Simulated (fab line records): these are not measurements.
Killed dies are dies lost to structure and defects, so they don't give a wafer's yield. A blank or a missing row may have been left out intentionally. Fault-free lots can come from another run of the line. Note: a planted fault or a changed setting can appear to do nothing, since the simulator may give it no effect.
Struck lot and sound lot, side by side + flow gf180mcu + 18 out of 602 route steps
Sound: these wafers, L548.2, L548.3, L548.5. Wafers L550.3, L550.4, L550.6 were the ones struck. The cause comes at the end.
Per side, at each step with rows, come the tool, then ch with its chambers, and then its first start. Under that, the readings that differ: sound wafers + struck wafers + difference of the means + sigmas: that difference in standard deviations of wafers without a fault.
alike: a reading whose means differ by less than 2 such deviations, as well as words and numbers matching on both sides. not compared: withheld readings; readings where some wafer has no value; bounds like >300 that might hide an equal value; numbers whose values overlap and for which the record gives no deviation.
Wherever a step has rows on one side only, a row that says differs or no value, or a row with sigmas, the two part there. Non-overlapping numbers with no deviation appear without sigmas and do not part them. Lack of a reading on every wafer of one side parts them only where that side has two or more wafers.

first, 3 steps without rows for these wafers: GF_HV_LDD_EXPOSE_16 (exposes mask Pplus LV AREA, target cd 400 nm); GF_HV_LDD_PEB_17; GF_HV_LDD_DEVELOP_18 (develop time 60 s).
GF_HV_LDD_CD_MEAS_19: the cd target is 400 nm.
  sound: cd_sem-02 at day 12 21:41; struck: cd_sem-02 at day 13 14:56
  alike: cd_nm
GF_HV_LDD_OVL_MEAS_20:
  sound: overlay-02 at day 12 21:47; struck: overlay-02 at day 13 15:01
  alike: HV_LDD_01_OVL
next, for these wafers, 1 step has no rows: GF_HV_LDD_IMPLANT_21.
GF_HV_LDD_STRIP_22: strips in O2/N2.
  sound on plasma_asher-01 ch 0,1, day 12 21:58; struck on plasma_asher-02 ch 0,1, day 13 15:14
| reading                      | sound             | struck            | difference | sigmas |
|------------------------------|-------------------|-------------------|------------|--------|
| strip_time_to_endpoint_s (s) | 12.65 12.70 12.64 | 12.55 12.55 12.60 | -0.10      | -3     |
  alike: drypump_motor_current_A, heater_power_w, oes_product_au
  not compared: rf_hours_counter_h
GF_HV_LDD_TW_MEAS_23:
  sound: film_metro-03 at day 12 22:05; struck: film_metro-03 at day 13 15:20
  alike: HV_LDD_2_TW
then, 4 steps without rows for these wafers: GF_HV_LDD_DEHYDRATE_24 (time 60 s); GF_HV_LDD_HMDS_25 (prime time 60 s); GF_HV_LDD_COAT_26 (resist thk 1000 nm); GF_HV_LDD_SOFTBAKE_27 (time 60 s).
GF_HV_LDD_EXPOSE_28: exposes mask Nplus HV AREA, target cd 400 nm.
  sound on iline_stepper-02 ch 0, day 13 08:17; struck on iline_stepper-02 ch 0, day 14 01:41
| reading                        | sound                | struck      | difference | sigmas |
|--------------------------------|----------------------|-------------|------------|--------|
| model.HV_LDD.overlay_x_nm (nm) | 0.1893 0.1893 0.1893 | 242 242 242 | +242       |        |
  alike: mask
then, 2 steps without rows for these wafers: GF_HV_LDD_PEB_29; GF_HV_LDD_DEVELOP_30 (develop time 60 s).
GF_HV_LDD_CD_MEAS_31: the cd target is 400 nm.
  sound: cd_sem-02 at day 13 18:25; struck: cd_sem-01 at day 14 11:45
  alike: cd_nm
GF_HV_LDD_OVL_MEAS_32:
  sound: overlay-01 at day 13 18:31; struck: overlay-02 at day 14 12:02
| reading            | sound          | struck            | difference | sigmas      |
|--------------------|----------------|-------------------|------------|-------------|
| HV_LDD_02_OVL (nm) | -0.2 -2.3 -0.6 | 242.3 241.7 244.2 | +243.8     | +99 or more |
  not compared: hold
GF_PASSIVATION_PROBE_99:
  sound wafers here have rows in the record (prober-01, day 31 05:43); struck ones have none

== WHERE THEY PART ==
Last at GF_PASSIVATION_PROBE_99 as far as this record goes, first at GF_HV_LDD_STRIP_22.

WHY: what had been put in by the simulator
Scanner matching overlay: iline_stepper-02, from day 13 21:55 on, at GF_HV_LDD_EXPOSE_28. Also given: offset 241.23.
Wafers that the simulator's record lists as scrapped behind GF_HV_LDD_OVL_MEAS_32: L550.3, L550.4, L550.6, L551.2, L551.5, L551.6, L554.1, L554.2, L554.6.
